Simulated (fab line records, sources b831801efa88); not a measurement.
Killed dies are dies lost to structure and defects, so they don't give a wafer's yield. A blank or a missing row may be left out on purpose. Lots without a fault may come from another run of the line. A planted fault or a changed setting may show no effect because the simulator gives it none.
Which tool did it? | flow sky130 | 12 lots, 36 wafers sampled, at 4 steps of a route of 708

WHAT THE GAUGES READ, wafer by wafer
SKY_SONOS_TUNNEL_OVL_MEAS_08.
lot  | measured     | on         | SONOS_TUNNEL_OVL (nm)
L322 | day 11 18:07 | overlay-01 | -1.6 -2.0 -0.5
L323 | day 11 22:37 | overlay-01 | 1.7 0.2 1.4
L327 | day 13 14:41 | overlay-02 | -0.6 -0.2 -3.3
L330 | day 14 17:01 | overlay-01 | -0.9 -0.7 -0.8
L331 | day 14 22:40 | overlay-01 | 1.4 0.6 3.5
L334 | day 16 01:01 | overlay-01 | -0.7 1.4 0.4
L335 | day 16 03:44 | overlay-02 | 0.3 -0.2 0.3
L336 | day 16 11:01 | overlay-01 | 0.1 1.6 -0.7
L337 | day 16 22:01 | overlay-02 | -0.8 -0.6 0.8
L342 | day 18 07:35 | overlay-02 | -2.2 -1.0 -2.9
L343 | day 18 18:14 | overlay-02 | 1.6 -0.5 -0.9
L344 | day 18 22:35 | overlay-02 | 0.7 -0.6 0.2

SKY_GATE_OXIDE_OVL_MEAS_10.
lot  | measured     | on         | GATE_OXIDE_OVL (nm)
L322 | day 14 04:22 | overlay-01 | -1.0 -1.1 -1.3
L323 | day 14 09:17 | overlay-01 | -0.8 0.0 -0.6
L327 | day 16 15:13 | overlay-02 | -0.4 0.0 1.3
L330 | day 17 07:13 | overlay-02 | -3.0 -0.5 -1.4
L331 | day 17 14:56 | overlay-01 | 0.2 1.5 1.1
L334 | day 18 21:26 | overlay-01 | -1.6 -1.6 -1.7
L335 | day 18 21:47 | overlay-01 | -0.6 1.4 -0.3
L336 | day 19 06:14 | overlay-01 | -1.3 -0.5 -0.4
L337 | day 19 20:23 | overlay-02 | -0.7 1.7 -0.8
L342 | day 21 08:59 | overlay-02 | 0.5 -1.9 -0.1
L343 | day 21 17:36 | overlay-01 | 0.8 0.8 0.8
L344 | day 21 21:23 | overlay-01 | -2.4 -1.5 -0.3

SKY_RES_PROTECT_TW_MEAS_08.
lot  | measured     | on            | POLY_GATE_TW
L322 | day 15 10:51 | film_metro-03 | 4011 4000 4013
L323 | day 15 15:41 | film_metro-02 | 3985 3998 3994
L327 | day 18 00:11 | film_metro-01 | 4013 3982 3983
L330 | day 18 16:32 | film_metro-01 | 4011 4017 4011
L331 | day 19 02:47 | film_metro-03 | 4022 4004 4009
L334 | day 20 08:02 | film_metro-03 | 3991 3984 3984
L335 | day 20 10:29 | film_metro-01 | 30 30 30
L336 | day 20 17:44 | film_metro-03 | 3980 3997 3999
L337 | day 21 08:23 | film_metro-02 | 3988 4048 4001
L342 | day 22 18:19 | film_metro-02 | 3974 4001 4010
L343 | day 23 03:27 | film_metro-02 | 4020 4011 4015
L344 | day 23 07:40 | film_metro-01 | 4046 4017 4023

WHICH TOOL RAN EACH LOT (tool, then ch and the chambers of the sampled wafers, then the start)
lot  | SKY_RES_PROTECT_EXPOSE_04
L322 | iline_stepper-02 ch 0, day 14 21:44
L323 | iline_stepper-01 ch 0, day 15 01:43
L327 | iline_stepper-01 ch 0, day 17 09:17
L330 | iline_stepper-02 ch 0, day 18 02:41
L331 | iline_stepper-01 ch 0, day 18 11:36
L334 | iline_stepper-01 ch 0, day 19 16:32
L335 | iline_stepper-02 ch 0, day 19 18:24
L336 | iline_stepper-02 ch 0, day 20 02:26
L337 | iline_stepper-02 ch 0, day 20 17:02
L342 | iline_stepper-02 ch 0, day 22 03:56
L343 | iline_stepper-02 ch 0, day 22 11:38
L344 | iline_stepper-01 ch 0, day 22 15:40
- SKY_RES_PROTECT_EXPOSE_04: exposes mask RPM, target cd 1270 nm.

WHAT THE TOOLS THEMSELVES READ (means of the sampled wafers that have a number; where no wafer has one, the mark that the record gives instead)
SKY_RES_PROTECT_EXPOSE_04.
lot  | tool             | focus_offset_nm (nm)
L322 | iline_stepper-02 | -0.0
L323 | iline_stepper-01 | 0.2
L327 | iline_stepper-01 | 0.3
L330 | iline_stepper-02 | 0.0
L331 | iline_stepper-01 | 1.5
L334 | iline_stepper-01 | -0.3
L335 | iline_stepper-02 | 0.7
L336 | iline_stepper-02 | 0.5
L337 | iline_stepper-02 | 0.1
L342 | iline_stepper-02 | 0.6
L343 | iline_stepper-02 | 0.2
L344 | iline_stepper-01 | 0.3

THE ANSWER, worked out from the rows above alone
Rule: what is usual is taken from the lots themselves. Put in order of their means at a reading, lots are off if they are a third of the lots or fewer, leave a main group of 4 or more, and stand apart from it by a gap of 3 or more times the standard deviation of the main group's means; of several such gaps the widest counts. A main group whose means are all the same, to the digits that the tables above print for the reading, isn't used. A lot without any number at a reading at which 4 lots or more have one is off too. The other lots that the step has rows for count as sound. The gauges are gone through in route order, then the tools' own readings, and for those a lot's mean is taken as printed above. The first step at which some lot is off is used, and at that step the reading that is off furthest; a lot without a number counts as furthest.
Off: L335, at SKY_RES_PROTECT_TW_MEAS_08 (POLY_GATE_TW). The main group: mean 4004, standard deviation 13.
A tool fits if, at a process step before that reading, it ran every lot that is off, and no sound lot after the first of them. The gauges at SKY_RES_PROTECT_TW_MEAS_08 are tried like those tools. None of those tried fits.

WHAT THE SIMULATOR HAD PUT IN
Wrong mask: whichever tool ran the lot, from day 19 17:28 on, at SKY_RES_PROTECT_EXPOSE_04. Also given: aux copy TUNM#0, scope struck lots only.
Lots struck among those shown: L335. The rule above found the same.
